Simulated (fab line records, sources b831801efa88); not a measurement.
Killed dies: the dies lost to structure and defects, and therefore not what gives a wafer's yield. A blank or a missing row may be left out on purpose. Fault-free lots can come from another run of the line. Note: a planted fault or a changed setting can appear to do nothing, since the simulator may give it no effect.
Chamber matching | flow sky130 | pecvd-04 running SKY_PASSIVATION_CVD_00: 3 sister chambers
The step deposits SiO2, target thk 90 nm. 14 wafers are shown with their chamber, then 7 later ones without.

## WAFERS WITH THEIR CHAMBER
wafer  | chamber | heater_power_w (W)
L243.1 | 2       | 624
L243.2 | 0       | 582
L243.4 | 0       | 564
L245.1 | 1       | 888
L245.3 | 2       | 647
L245.6 | 1       | 910
L253.1 | 0       | 526
L253.3 | 2       | 589
L253.4 | 2       | 601
L256.3 | 1       | 771
L256.4 | 0       | 595
L256.5 | 1       | 791
L258.2 | 2       | 572
L258.4 | 0       | 574

SIGNATURES (averages over the wafers above)
reading        | chamber 0 | chamber 1 | chamber 2 | scatter within a chamber
heater_power_w | 568.20    | 840.00    | 606.60    | 43.3
Rule: for a wafer and a chamber, the distance is found by dividing, reading by reading, the gap between the wafer's reading and the chamber's mean by the reading's scatter, squaring, summing and taking the root. The wafer belongs to the nearest chamber; if the next one is less than 2 further off, it can't be placed. The scatter: the root of (the sum of the squares of (reading less its chamber's mean) over the shown wafers, divided by (wafers less chambers)).

## WAFERS WHOSE CHAMBER IS MISSING
wafer  | heater_power_w (W)
L258.6 | 722
L261.1 | 568
L261.4 | 627
L261.5 | 566
L264.1 | 593
L264.4 | 811
L264.5 | 591

## WHICH CHAMBER EACH WENT THROUGH
wafer  | from the rows above          | in truth
L258.6 | can't be placed: 2 or 1 or 0 | 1
L261.1 | can't be placed: 0 or 2      | 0
L261.4 | can't be placed: 2 or 0      | 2
L261.5 | can't be placed: 0 or 2      | 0
L264.1 | can't be placed: 2 or 0      | 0
L264.4 | 1                            | 1
L264.5 | can't be placed: 2 or 0      | 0
Placed correctly: 1 of 7. From these rows, 6 cannot be placed; in 6 the true chamber is one of the candidates. Number placed wrongly: 0.
